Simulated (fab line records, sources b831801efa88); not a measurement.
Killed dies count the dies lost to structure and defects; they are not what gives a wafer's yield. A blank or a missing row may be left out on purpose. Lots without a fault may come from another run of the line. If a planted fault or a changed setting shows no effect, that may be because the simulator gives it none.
Chamber matching    flow sky130    4 sister chambers for SKY_VIA1_CMP_02 on cmp-01
The step polishes SiO2. 8 wafers are shown with their chamber, then 9 later ones without.

WAFERS WITH THEIR CHAMBER
wafer   chamber  motorCurrentA (A)
L827.1  0        12.4
L832.2  1        12.4
L835.4  1        13.2
L835.5  3        14.2
L835.6  2        12.1
L839.2  2        11.7
L839.5  3        14.7
L839.6  0        12.5

WAFERS WITHOUT THEIR CHAMBER
wafer   motorCurrentA (A)
L846.2  11.7
L846.4  12.8
L846.6  14.1
L847.1  12.5
L847.4  12.2
L847.6  12.4
L848.3  14.5
L848.5  11.9
L848.6  14.3

EACH ONE'S CHAMBER
wafer   from the rows above           in truth
L846.2  can't be placed: 2 or 0       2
L846.4  can't be placed: 1 or 0       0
L846.6  3                             3
L847.1  can't be placed: 0 or 1 or 2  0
L847.4  can't be placed: 0 or 2 or 1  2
L847.6  can't be placed: 0 or 1 or 2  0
L848.3  3                             3
L848.5  can't be placed: 2 or 0       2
L848.6  3                             3
3 of 9 placed correctly. Not placeable from these rows: 6 (in 6, the candidates include the true chamber). Wrongly placed: 0.
How it was worked out, from the rows above alone: a wafer's distance from a chamber is the root of the sum, over the readings, of the square of ((its reading less the chamber's mean) divided by the reading's scatter). If the next closest chamber is less than 2 further off than the closest, the wafer can't be placed; otherwise it belongs to the closest. Each chamber's mean is taken over the wafers shown for it. The scatter: take each reading less its chamber's mean, square it, sum over the shown wafers, divide by the number of wafers less the number of chambers, and take the root.
